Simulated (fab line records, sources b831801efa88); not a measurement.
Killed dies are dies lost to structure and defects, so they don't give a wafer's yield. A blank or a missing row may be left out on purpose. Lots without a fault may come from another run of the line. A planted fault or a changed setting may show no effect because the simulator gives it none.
One fault seen from 2 desks | flow gf180mcu | each desk has only its own numbers; what lay behind them comes last

THE TOOL OWNER'S DESK: rie_diel-02
The tool's own readings at GF_V5_ETCH_17 (etches SiO2 in C4F8/O2/Ar, stops on TiN, target depth 855 nm): means of the sampled wafers that have a number, for each lot that ran on this tool. A lot is out of limits, marked OUT, if its mean lies more than 4 standard deviations from the usual mean; the brackets give that distance.
Columns: A = oes_product_au at GF_V5_ETCH_17, usual 0.860 a.u.; B = rf_fwd_power_W at GF_V5_ETCH_17, usual 1494 W
lot  | first seen here | A     | B
L362 | day 27 01:00    | 0.859 | 1491
L363 | day 27 11:00    | 0.862 | 1491
L366 | day 28 10:00    | 0.862 | 1494
L373 | day 30 11:00    | 0.859 | 1491
L374 | day 30 23:00    | 0.859 | 1495
L384 | day 33 11:00    | 0.856 | 1493
This desk's finding: nothing out of limits on any of the 6 lots.

THE METROLOGY DESK
What the gauges read, lot by lot, whatever tool the lot ran on: means of the sampled wafers that have a number. A lot is out of limits, marked OUT, if its mean lies more than 4 standard deviations from the usual mean; the brackets give that distance.
Columns: A = V5_W_THK at GF_V5_THK_MEAS_25, usual 349 nm
lot  | first seen here | A
L362 | day 27 01:59    | 353
L363 | day 27 12:00    | 345
L366 | day 28 11:28    | 353
L368 | day 29 01:59    | 349
L371 | day 30 03:10    | 346
L373 | day 30 13:05    | 348
L374 | day 31 00:10    | 351
L377 | day 31 18:46    | 347
L378 | day 31 21:22    | 350
L380 | day 32 12:33    | 359
L381 | day 32 16:38    | 356
L384 | day 33 12:43    | 347
This desk's finding: nothing out of limits on any of the 12 lots.

PUT TOGETHER
The tool owner's desk saw nothing out of limits.
The metrology desk saw nothing out of limits.

WHAT THE SIMULATOR HAD PUT IN
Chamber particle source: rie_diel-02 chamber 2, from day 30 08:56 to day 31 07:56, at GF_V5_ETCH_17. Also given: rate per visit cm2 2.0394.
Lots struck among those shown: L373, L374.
